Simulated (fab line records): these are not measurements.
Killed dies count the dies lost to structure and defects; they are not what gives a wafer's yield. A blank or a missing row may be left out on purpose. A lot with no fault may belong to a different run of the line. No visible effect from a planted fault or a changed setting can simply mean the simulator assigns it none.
8D (eight disciplines) problem report, filled in by code    flow sky130    the parts of the form that need people (team, actions taken, sign-off) are left out

## 1. THE PROBLEM
run length s at SKY_SONOS_TUNNEL_SOFTBAKE_03 reads a mean of 78.67 s on 5 wafers of 3 lots; wafers without a fault read 89.07 s with a standard deviation of 0.11. That is -95 standard deviations from the usual mean.
The step: time 60 s.
First seen on wafer L378.2, day 15 04:21, on litho track-02. The record holds 41 wafers of 14 lots with a number at this step. By rule, "out" or "out of limits" means more than 4 standard deviations away from the usual mean. Any other wafer with a number is counted as sound.

## 2. WHAT THIS IS AND IS NOT
question                     is                                      is not
which readings at this step  run length s, heater power total W      -
which lots                   L377, L378, L379                        L366, L367, L368, L370, L372, L373, L374, L375, L385, L386, L388
which wafers of those lots   L377.2, L378.2, L378.3, L379.2, L379.3  L377.6, L378.1, L379.4
read on which tools          litho track-02                          litho track-01, litho track-04
when                         from day 15 04:21                       up to then (25 sound wafers); but 11 sound wafers of L377, L379, L385, L386, L388 came after

## 3. SUSPECTS, AND WHAT RULES EACH OUT
Counting: if a tool at a process step up to the reading ran every lot that is out, it stays a suspect. Sound lots after the first of them don't rule it out here, since some wafers of a struck lot are sound.
- plasma asher-02 at SKY_VT_ADJUST_LVTN_STRIP_09 (strips in O2/N2): kept. It ran every lot that is out, first L378 (day 10 11:41); its last sound lot up to then is L373 (day 10 02:29).
- litho track-02 at SKY_SONOS_TUNNEL_SOFTBAKE_03 (time 60 s): kept. It ran every lot that is out, first L378 (day 15 04:21); its last sound lot up to then is L375 (day 14 20:36). Its own readings are out on those wafers: heater power total W, run length s.
After counting, plasma asher-02 at SKY_VT_ADJUST_LVTN_STRIP_09 and litho track-02 at SKY_SONOS_TUNNEL_SOFTBAKE_03 remain.

## 4. THE CAUSE (what the simulator had put in)
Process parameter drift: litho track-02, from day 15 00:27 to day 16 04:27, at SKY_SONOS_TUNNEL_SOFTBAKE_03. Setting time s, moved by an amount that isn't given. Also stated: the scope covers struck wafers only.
2 suspects survive the count, and this tool is in that group.

## 5. THE EFFECT CHAIN, in route order
Rows list readings where the struck wafers' mean (over those with a number) sits beyond 3 standard deviations from the usual. Scope: only readings with a usual standard deviation given in the record; hours: median across lots of the time from each lot's start at the first step in this table that gives one to its start at this step; sigmas: change in usual standard deviations.
hours  step                          reading               usual    on struck wafers  change  sigmas
0      SKY_SONOS_TUNNEL_SOFTBAKE_03  heater power total W  56.59 W  60.34             +3.75   +76
0      SKY_SONOS_TUNNEL_SOFTBAKE_03  run length s          89.07 s  78.67             -10.40  -95
It contains these process steps:
- SKY_SONOS_TUNNEL_SOFTBAKE_03: time 60 s.
Later steps that measure or inspect, where all struck wafers having a row at the step show a number for every such reading and not one has moved that far: SKY_GATE_OXIDE_OVL_MEAS_10.

## 6. WHAT WOULD HAVE CAUGHT IT SOONER
4 hours passed between the start of the fault at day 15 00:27 and the first reading out of limits in this record, taken at day 15 04:21.
